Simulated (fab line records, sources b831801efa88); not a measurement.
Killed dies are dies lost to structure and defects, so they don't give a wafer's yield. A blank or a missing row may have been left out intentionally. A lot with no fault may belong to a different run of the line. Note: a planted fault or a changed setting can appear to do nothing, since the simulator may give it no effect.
Which tool was responsible? -- flow sky130 -- 36 wafers from 12 lots sampled at 3 of the route's 708 steps

== WHAT THE GAUGES READ, wafer by wafer ==
SKY_CONTACT_THK_MEAS_03. Usual: for CONTACT_HDPCVD_THK the level is 563 nm and the standard deviation is 7.5.
lot,measured,on,CONTACT_HDPCVD_THK (nm),flag
L745,day 31 07:19,filmMetro-01,556 564 550,
L746,day 31 08:53,filmMetro-04,559 563 543,
L747,day 31 10:13,filmMetro-04,570 570 562,
L748,day 31 20:46,filmMetro-03,571 555 568,
L751,day 33 08:23,filmMetro-04,567 565 572,
L753,day 33 16:23,filmMetro-03,567 561 550,
L754,day 34 01:50,filmMetro-01,570 558 569,
L761,day 36 01:47,filmMetro-03,545 544 555,
L762,day 36 04:33,filmMetro-03,563 555 561,
L763,day 36 13:16,filmMetro-03,558 555 550,
L766,day 37 19:43,filmMetro-01,566 562 569,
L767,day 37 21:29,filmMetro-01,567 559 571,

== EACH LOT AND THE TOOL THAT RAN IT (in order: tool; ch and the chambers of the sampled wafers; start) ==
lot,SKY_GATE_OXIDE_OXIDATION_16,SKY_LOCAL_INTERCONNECT_ETCH_13
L745,"furnace-01 ch 0, day 14 19:01","rieMetal-01 ch 0,1, day 31 06:28"
L746,"furnace-01 ch 0, day 14 19:01","rieMetal-01 ch 0,1, day 31 07:41"
L747,"furnace-02 ch 0, day 14 22:48","rieMetal-04 ch 0,1, day 31 09:14"
L748,"furnace-02 ch 0, day 15 08:21","rieMetal-03 ch 0,1, day 31 19:32"
L751,"furnace-02 ch 0, day 16 18:43","rieMetal-01 ch 0,1, day 33 07:28"
L753,"furnace-01 ch 0, day 17 08:17","rieMetal-03 ch 0,1, day 33 15:31"
L754,"furnace-02 ch 0, day 17 12:46","rieMetal-01 ch 0,1, day 34 00:58"
L761,"furnace-02 ch 0, day 20 00:13","rieMetal-03 ch 0,1, day 36 00:55"
L762,"furnace-02 ch 0, day 20 01:45","rieMetal-04 ch 0,1, day 36 03:41"
L763,"furnace-02 ch 0, day 20 15:39","rieMetal-01 ch 0,1, day 36 12:23"
L766,"furnace-01 ch 0, day 21 15:15","rieMetal-04 ch 0,1, day 37 18:50"
L767,"furnace-01 ch 0, day 22 00:33","rieMetal-03 ch 1, day 37 20:31"
- SKY_GATE_OXIDE_OXIDATION_16: stabilise 600 s, purge 300 s, target thk 3.57 nm.
- SKY_LOCAL_INTERCONNECT_ETCH_13: etches BARC in N2/H2, stops on SiO2, time 45.9 s, target depth 60 nm.

== WHAT THE TOOLS THEMSELVES READ (means of the sampled wafers that have a number; where no wafer has one, the mark that the record gives instead) ==
SKY_GATE_OXIDE_OXIDATION_16. Usual: spikeTcUpperC 800.6 C, standard deviation 0.99; tubeCenterTempC 800 C, standard deviation 0.078; zonePowerBottomPct 20.1 %, standard deviation 0.9.
lot,tool,spikeTcUpperC (C),tubeCenterTempC (C),zonePowerBottomPct (%),flag
L745,furnace-01,800.2,800,20.9,
L746,furnace-01,799.0,800,21.2,
L747,furnace-02,800.6,800,19.2,
L748,furnace-02,801.2,800,19.2,
L751,furnace-02,800.7,800,19.2,
L753,furnace-01,801.1,800,20.9,
L754,furnace-02,800.5,800,19.2,
L761,furnace-02,801.2,800,19.2,
L762,furnace-02,801.0,800,19.1,
L763,furnace-02,801.2,800,19.1,
L766,furnace-01,800.5,800,21.1,
L767,furnace-01,799.5,800,20.9,

SKY_LOCAL_INTERCONNECT_ETCH_13. Usual: drypumpMotorCurrentA 5.7 A, standard deviation 0.48; oesProductAu 0.855 a.u., standard deviation 0.0048; throttleValvePct 13.224 %, standard deviation 0.0096.
lot,tool,drypumpMotorCurrentA (A),oesProductAu (a.u.),throttleValvePct (%),flag
L745,rieMetal-01,5.3,0.855,13.222,
L746,rieMetal-01,5.6,0.858,13.225,
L747,rieMetal-04,5.5,0.856,13.228,
L748,rieMetal-03,6.0,0.856,13.230,
L751,rieMetal-01,5.3,0.852,13.227,
L753,rieMetal-03,6.0,0.854,13.221,
L754,rieMetal-01,5.6,0.852,13.218,
L761,rieMetal-03,6.1,0.853,13.232,
L762,rieMetal-04,5.6,0.851,13.223,
L763,rieMetal-01,5.6,0.853,13.219,
L766,rieMetal-04,5.5,0.854,13.225,
L767,rieMetal-03,6.3,0.853,13.220,

== THE ANSWER, worked out from the rows above alone ==
Rule: take the mean of a lot's wafers that have a number; if it is more than 3 standard deviations from the usual mean, the lot is off. Also off: a lot with no number at a reading for which 4 or more lots have one. Any other lot the step has rows for is counted as sound. Order of review: gauges by route order, followed by the tools' own readings, for which a lot's mean as printed above is used. The first step at which some lot is off is used, and at that step the reading that is off furthest; a lot without a number counts as furthest.
Across all readings shown, no lot is off: no conclusion can be drawn from this.

== WHAT THE SIMULATOR HAD INSERTED ==
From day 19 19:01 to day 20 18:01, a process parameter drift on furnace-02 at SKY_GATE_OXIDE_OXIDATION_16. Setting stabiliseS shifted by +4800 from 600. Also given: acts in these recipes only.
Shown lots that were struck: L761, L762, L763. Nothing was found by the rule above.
